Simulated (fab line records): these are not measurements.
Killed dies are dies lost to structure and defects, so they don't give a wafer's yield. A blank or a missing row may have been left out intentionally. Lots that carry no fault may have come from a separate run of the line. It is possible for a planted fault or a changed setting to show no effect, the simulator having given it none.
fab line records | flow sky130
record lots=7 | wafers=21 | last_day=50
route steps=708 shown LI_CONTACT@384 LOCAL_INTERCONNECT@387
lots with no fault: from the same line, run without faults
start_h: start of the lot's first displayed wafer, in hours after the record's first day | wait_h: hours since the lot's step before | " unchanged from the row above | L1.1+2: a single row standing in for several wafers | - no value, or no start given | * or withheld: withheld | < > ~ a bound
route shown NAME@n: a module of which the file shows steps, and the number in the route of the first | usual: mean and standard deviation over wafers with no fault | same: alike in all rows | chamber/n: place in a boat | sites: readings site by site | _std_site: the standard deviation of these | _edge_site: the outer-site mean with the inner-site mean subtracted | radius_mm: how far each site lies from the wafer's centre | mask NAME#n: copy n | behind: the last tool/chamber to shape the wafer | hold: the reason the lot was held/the length of the hold in hours/how it ended | device: whichever transistor did not switch (one of n, p or np) | end of line: tests run on the same wafers once the route is complete | a step with no rows: only its recipe | killed: dies lost to structure and defects at the first sort, not the wafer's yield | map: per-die view of a wafer (x killed, . not killed, _ where there is no die)
set.NAME: the setting that was run; set.NAME@STEP: the one run at that earlier step | model.NAME: the simulator's own value behind a step, which no gauge read
certain route steps with their lots: each step a table, each wafer a row
services: from which hour (start_h, from the record's first day; less than 0 if before it) a tool's chamber was out of use, for how many hours, and why
## steps
# step SKY_LI_CONTACT_RS_MEAS_22
# recipe thk_meas_gauge=four-point-probe | reads=W_of_LI_CONTACT_CVD_21+TiN_of_LI_CONTACT_SPUTTER_20+Ti_of_LI_CONTACT_SPUTTER_19
# usual LI_CONTACT_W_RS=0.283/0.0043
lot.wafer | tool          | chamber | start_h | wait_h | LI_CONTACT_W_RS[ohm/sq]
L652.3    | film_metro-04 | -       | 705.83  | 0.1    | 0.277
L652.4    | "             | -       | "       | "      | 0.284
L652.5    | "             | -       | "       | "      | 0.290
L653.1    | film_metro-01 | -       | 717.41  | 0.1    | 0.286
L653.2    | "             | -       | "       | "      | 0.275
L653.3    | "             | -       | "       | "      | 0.276
L654.2    | film_metro-03 | -       | 731.73  | 0.1    | 0.283
L654.4    | "             | -       | "       | "      | 0.287
L654.5    | "             | -       | "       | "      | 0.289
L666.2    | film_metro-01 | -       | 813.79  | 0.1    | 0.286
L666.3    | "             | -       | "       | "      | 0.285
L666.6    | "             | -       | "       | "      | 0.283
L667.2    | film_metro-03 | -       | 824.18  | 0.1    | 0.288
L667.3    | "             | -       | "       | "      | 0.287
L667.4    | "             | -       | "       | "      | 0.278
L669.1    | film_metro-03 | -       | 836.21  | 0.1    | 0.278
L669.2    | "             | -       | "       | "      | 0.284
L669.5    | "             | -       | "       | "      | 0.278
L670.1    | film_metro-04 | -       | 847.82  | 0.1    | 0.276
L670.4    | "             | -       | "       | "      | 0.276
L670.5    | "             | -       | "       | "      | 0.279
# step SKY_LI_CONTACT_THK_MEAS_23
# recipe thk_meas_gauge=xrf | reads=W_of_LI_CONTACT_CVD_21
# usual LI_CONTACT_W_THK=398/6.4
lot.wafer | tool          | chamber | start_h | wait_h | LI_CONTACT_W_THK[nm]
L652.3    | film_metro-04 | -       | 705.93  | 0.1    | 406
L652.4    | "             | -       | "       | "      | 396
L652.5    | "             | -       | "       | "      | 386
L653.1    | film_metro-01 | -       | 717.53  | 0.1    | 394
L653.2    | "             | -       | "       | "      | 407
L653.3    | "             | -       | "       | "      | 404
L654.2    | film_metro-03 | -       | 731.84  | 0.1    | 403
L654.4    | "             | -       | "       | "      | 396
L654.5    | "             | -       | "       | "      | 388
L666.2    | film_metro-01 | -       | 813.90  | 0.1    | 394
L666.3    | "             | -       | "       | "      | 394
L666.6    | "             | -       | "       | "      | 398
L667.2    | film_metro-03 | -       | 824.29  | 0.1    | 389
L667.3    | "             | -       | "       | "      | 394
L667.4    | "             | -       | "       | "      | 401
L669.1    | film_metro-03 | -       | 836.33  | 0.1    | 406
L669.2    | "             | -       | "       | "      | 397
L669.5    | "             | -       | "       | "      | 403
L670.1    | film_metro-04 | -       | 847.94  | 0.1    | 408
L670.4    | "             | -       | "       | "      | 406
L670.5    | "             | -       | "       | "      | 405
# step SKY_LI_CONTACT_CMP_24
# recipe stop_on=PSG | t_overpolish_s=20 | down_force_psi=3.5 | platen_rpm=60 | target_thk_nm=0 | pad_velocity_m_s=0.94248
# usual motor_current_A=11.4/1.1 | overpolish_run_s=20.002/0.0082 | slurry_flow_ml_min=150.0/0.46 | time_to_endpoint_s=100/5
lot.wafer | tool   | chamber | start_h | wait_h | motor_current_A | overpolish_run_s | slurry_flow_ml_min | time_to_endpoint_s
L652.4    | cmp-01 | 0       | 706.07  | 0.1    | 11.7            | 19.999           | 149.2              | 101
L652.3    | "      | 1       | "       | "      | 10.2            | 20.005           | 150.2              | 104
L652.5    | "      | 3       | "       | "      | 11.5            | 20.002           | 150.1              | 105
L653.1    | cmp-02 | 1       | 717.59  | 0.1    | 13.0            | 20.002           | 150.0              | 89
L653.2    | "      | 3       | "       | "      | 12.5            | 20.008           | 150.6              | 98
L653.3    | "      | 0       | "       | "      | 10.1            | 19.996           | 150.0              | 101
L654.4    | cmp-01 | 2       | 731.89  | 0.0    | 10.9            | 20.010           | 150.6              | 99
L654.2    | "      | 0       | "       | "      | 12.0            | 20.007           | 150.3              | 103
L654.5    | "      | 2       | "       | "      | 10.9            | 20.017           | 149.7              | 96
L666.2    | cmp-02 | 0       | 813.95  | 0.0    | 9.6             | 20.007           | 149.7              | 98
L666.3    | "      | 1       | "       | "      | 12.6            | 20.007           | 150.5              | 94
L666.6    | "      | 0       | "       | "      | 9.8             | 20.003           | 150.5              | 99
L667.2    | cmp-02 | 0       | 824.34  | 0.0    | 10.0            | 20.010           | 149.5              | 94
L667.4    | "      | 1       | "       | "      | 13.4            | 19.980           | 149.7              | 91
L667.3    | "      | 2       | "       | "      | 12.2            | 20.008           | 149.4              | 97
L669.2    | cmp-01 | 1       | 836.66  | 0.3    | 10.4            | 19.995           | 150.3              | 99
L669.1    | "      | 2       | "       | "      | 10.3            | 20.002           | 149.6              | 99
L669.5    | "      | 1       | "       | "      | 10.3            | 20.014           | 149.8              | 105
L670.4    | cmp-02 | 2       | 848.00  | 0.0    | 12.4            | 20.001           | 149.4              | 103
L670.1    | "      | 1       | "       | "      | 12.8            | 20.009           | 149.6              | 97
L670.5    | "      | 2       | "       | "      | 12.0            | 20.004           | 149.2              | 102
# step SKY_LOCAL_INTERCONNECT_SPUTTER_00
# recipe material=TiN | target_thk_nm=100 | temp_c=300 | power_w=6500 | time_s=83.3 | chamber_pressure_pa=0.4
# usual substrate_temp_c=300.00/0.2 | throttle_valve_pct=29.7/0.65
lot.wafer | tool           | chamber | start_h | wait_h | substrate_temp_c | throttle_valve_pct
L652.3    | pvd_sputter-02 | -       | 706.27  | 0.1    | 299.96           | 29.1
L652.4    | "              | -       | "       | "      | 299.61           | 30.0
L652.5    | "              | -       | "       | "      | 299.98           | 30.2
L653.1    | pvd_sputter-02 | -       | 717.89  | 0.2    | 300.05           | 29.3
L653.2    | "              | -       | "       | "      | 300.13           | 29.9
L653.3    | "              | -       | "       | "      | 299.93           | 30.1
L654.2    | pvd_sputter-02 | -       | 732.19  | 0.1    | 299.89           | 30.3
L654.4    | "              | -       | "       | "      | 299.82           | 30.0
L654.5    | "              | -       | "       | "      | 299.95           | 30.0
L666.2    | pvd_sputter-04 | -       | 814.25  | 0.2    | 300.04           | 28.8
L666.3    | "              | -       | "       | "      | 299.72           | 29.6
L666.6    | "              | -       | "       | "      | 300.02           | 29.5
L667.2    | pvd_sputter-03 | -       | 824.64  | 0.2    | 299.92           | 29.4
L667.3    | "              | -       | "       | "      | 300.22           | 30.7
L667.4    | "              | -       | "       | "      | 300.34           | 30.7
L669.1    | pvd_sputter-04 | -       | 836.96  | 0.2    | 300.30           | 29.2
L669.2    | "              | -       | "       | "      | 300.21           | 28.5
L669.5    | "              | -       | "       | "      | 299.77           | 29.4
L670.1    | pvd_sputter-04 | -       | 848.30  | 0.1    | 299.79           | 29.5
L670.4    | "              | -       | "       | "      | 300.15           | 29.4
L670.5    | "              | -       | "       | "      | 300.28           | 29.6
# step SKY_LOCAL_INTERCONNECT_RS_MEAS_01
# recipe thk_meas_gauge=four-point-probe | reads=TiN_of_LOCAL_INTERCONNECT_SPUTTER_00
# usual LOCAL_INTERCONNECT_TIN_RS=14.21/0.18
lot.wafer | tool          | chamber | start_h | wait_h | LOCAL_INTERCONNECT_TIN_RS[ohm/sq]
L652.3    | film_metro-02 | -       | 706.37  | 0.1    | 13.71
L652.4    | "             | -       | "       | "      | 14.21
L652.5    | "             | -       | "       | "      | 14.23
L653.1    | film_metro-02 | -       | 717.95  | 0.0    | 14.12
L653.2    | "             | -       | "       | "      | 14.50
L653.3    | "             | -       | "       | "      | 14.63
L654.2    | film_metro-04 | -       | 732.27  | 0.1    | 14.14
L654.4    | "             | -       | "       | "      | 14.50
L654.5    | "             | -       | "       | "      | 14.39
L666.2    | film_metro-02 | -       | 814.34  | 0.1    | 14.35
L666.3    | "             | -       | "       | "      | 13.98
L666.6    | "             | -       | "       | "      | 13.96
L667.2    | film_metro-04 | -       | 824.72  | 0.1    | 14.07
L667.3    | "             | -       | "       | "      | 14.02
L667.4    | "             | -       | "       | "      | 13.97
L669.1    | film_metro-03 | -       | 837.03  | 0.0    | 14.01
L669.2    | "             | -       | "       | "      | 14.23
L669.5    | "             | -       | "       | "      | 14.01
L670.1    | film_metro-02 | -       | 848.37  | 0.0    | 14.35
L670.4    | "             | -       | "       | "      | 14.29
L670.5    | "             | -       | "       | "      | 14.19
# step SKY_LOCAL_INTERCONNECT_THK_MEAS_02
# recipe thk_meas_gauge=xrf | reads=TiN_of_LOCAL_INTERCONNECT_SPUTTER_00
# usual LOCAL_INTERCONNECT_TIN_THK=98.3/1.2
lot.wafer | tool          | chamber | start_h | wait_h | LOCAL_INTERCONNECT_TIN_THK[nm]
L652.3    | film_metro-02 | -       | 706.47  | 0.1    | 100.9
L652.4    | "             | -       | "       | "      | 98.3
L652.5    | "             | -       | "       | "      | 98.1
L653.1    | film_metro-02 | -       | 718.07  | 0.1    | 98.7
L653.2    | "             | -       | "       | "      | 96.4
L653.3    | "             | -       | "       | "      | 95.5
L654.2    | film_metro-04 | -       | 732.38  | 0.1    | 98.2
L654.4    | "             | -       | "       | "      | 96.0
L654.5    | "             | -       | "       | "      | 96.8
L666.2    | film_metro-02 | -       | 814.45  | 0.1    | 97.2
L666.3    | "             | -       | "       | "      | 100.1
L666.6    | "             | -       | "       | "      | 100.1
L667.2    | film_metro-04 | -       | 824.83  | 0.1    | 100.0
L667.3    | "             | -       | "       | "      | 100.4
L667.4    | "             | -       | "       | "      | 100.9
L669.1    | film_metro-03 | -       | 837.15  | 0.1    | 99.2
L669.2    | "             | -       | "       | "      | 98.3
L669.5    | "             | -       | "       | "      | 99.3
L670.1    | film_metro-02 | -       | 848.49  | 0.1    | 97.6
L670.4    | "             | -       | "       | "      | 98.5
L670.5    | "             | -       | "       | "      | 98.4
# step SKY_LOCAL_INTERCONNECT_DEHYDRATE_03
# recipe temp_c=200 | time_s=60
# step SKY_LOCAL_INTERCONNECT_HMDS_04
# recipe prime_time_s=60 | prime_temp_c=120
# step SKY_LOCAL_INTERCONNECT_COAT_05
# recipe resist=BARC | temp_c=withheld | time_s=withheld | spin_rpm=3000 | resist_thk_nm=60
# step SKY_LOCAL_INTERCONNECT_COAT_06
# recipe resist=KrF-thick | spin_rpm=3000 | resist_thk_nm=450
# step SKY_LOCAL_INTERCONNECT_SOFTBAKE_07
# recipe temp_c=100 | time_s=90 | resist=KrF-thick
# step SKY_LOCAL_INTERCONNECT_EXPOSE_08
# recipe mask_id=LI1M | na=0.8 | source_shape=annular | sigma_inner=0.55 | sigma_outer=0.85 | target_cd_nm=170 | dose_mj=28.6
# step SKY_LOCAL_INTERCONNECT_PEB_09
# recipe peb_temp_c=withheld | peb_time_s=withheld | resist=KrF-thick
# usual chill_plate_temp_C=* | exhaust_pa=44.9/0.9
lot.wafer | tool           | chamber | start_h | wait_h | chill_plate_temp_C | exhaust_pa
L652.3    | litho_track-01 | -       | 733     | -      | -                  | -
L652.4    | "              | -       | "       | "      | -                  | -
L652.5    | "              | -       | "       | "      | -                  | -
L653.1    | litho_track-04 | -       | 744     | -      | -                  | -
L653.2    | "              | -       | "       | "      | -                  | -
L653.3    | "              | -       | "       | "      | -                  | -
L654.2    | litho_track-02 | -       | 759     | -      | -                  | -
L654.4    | "              | -       | "       | "      | -                  | -
L654.5    | "              | -       | "       | "      | -                  | -
L666.2    | litho_track-04 | 0       | 840     | -      | *                  | 43.7
L666.3    | "              | 0       | "       | "      | *                  | 43.9
L666.6    | "              | 0       | "       | "      | *                  | 44.9
L667.2    | litho_track-04 | 0       | 850     | -      | *                  | 45.4
L667.3    | "              | 0       | "       | "      | *                  | 45.5
L667.4    | "              | 0       | "       | "      | *                  | 45.3
L669.1    | litho_track-04 | 0       | 863     | -      | *                  | 44.3
L669.2    | "              | 0       | "       | "      | *                  | 45.3
L669.5    | "              | 0       | "       | "      | *                  | 43.9
L670.1    | litho_track-01 | 0       | 875     | -      | *                  | 45.1
L670.4    | "              | 0       | "       | "      | *                  | 44.8
L670.5    | "              | 0       | "       | "      | *                  | 44.5
# step SKY_LOCAL_INTERCONNECT_DEVELOP_10
# recipe develop_time_s=60 | resist=KrF-thick | dev_temp_c=21
## services
tool           | chamber | start_h | hours | kind
pvd_sputter-04 | -       | 685.80  | 2.3   | repair
cmp-01         | -       | 703.47  | 0.6   | repair
cmp-01         | -       | 719.75  | 0.9   | repair
cmp-02         | -       | 744.34  | 4.0   | pm
cmp-02         | -       | 748.34  | -     | consumable_replace:conditioner
cmp-02         | -       | 748.34  | -     | consumable_replace:pad
cmp-01         | -       | 755.97  | 0.5   | repair
cmp-01         | -       | 759.96  | 2.9   | repair
cmp-02         | -       | 764.69  | 0.8   | repair
pvd_sputter-02 | -       | 767.07  | 1.0   | repair
cmp-02         | -       | 772.91  | 6.7   | repair
pvd_sputter-02 | -       | 794.50  | 20.5  | repair
cmp-01         | -       | 805.76  | 1.3   | repair
pvd_sputter-02 | -       | 831.49  | 20.7  | repair
cmp-02         | -       | 832.83  | 4.5   | repair
cmp-02         | -       | 837.77  | 9.1   | pm
cmp-01         | -       | 857.19  | 9.5   | pm
## key
first_sign step=SKY_LOCAL_INTERCONNECT_PEB_09 | reading=tool_record | direction=missing
effect none on later readings
met_at SKY_LOCAL_INTERCONNECT_PEB_09
struck_wafers L652.3,L652.4,L652.5,L653.1,L653.2,L653.3,L654.2,L654.4,L654.5
later_rows_left_out L652.3,L652.4,L652.5,L653.1,L653.2,L653.3,L654.2,L654.4,L654.5
sort_left_out L652.3,L652.4,L652.5,L653.1,L653.2,L653.3,L654.2,L654.4,L654.5
tester_left_out L652,L653,L654
fault kind=skipped_step_whole | tool=litho_track-01,litho_track-02,litho_track-04 | chamber=- | onset_h=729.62 | steps=SKY_LOCAL_INTERCONNECT_PEB_09 | scope=struck_lots_only
# tester_left_out: of these lots the tester's yield and bins aren't shown, on N5 and GAA mostly nor the transistor test; their killed dies are dies lost to structure and defects alone, not to doping, threshold or leakage, so they don't give the yield
# sort_left_out: the simulated sort isn't trusted on such a fault, so these wafers' sort isn't shown, and their yield isn't known
# later_rows_left_out: the simulator's readings of these wafers behind a module that went badly wrong aren't trusted and aren't shown, but for the sort
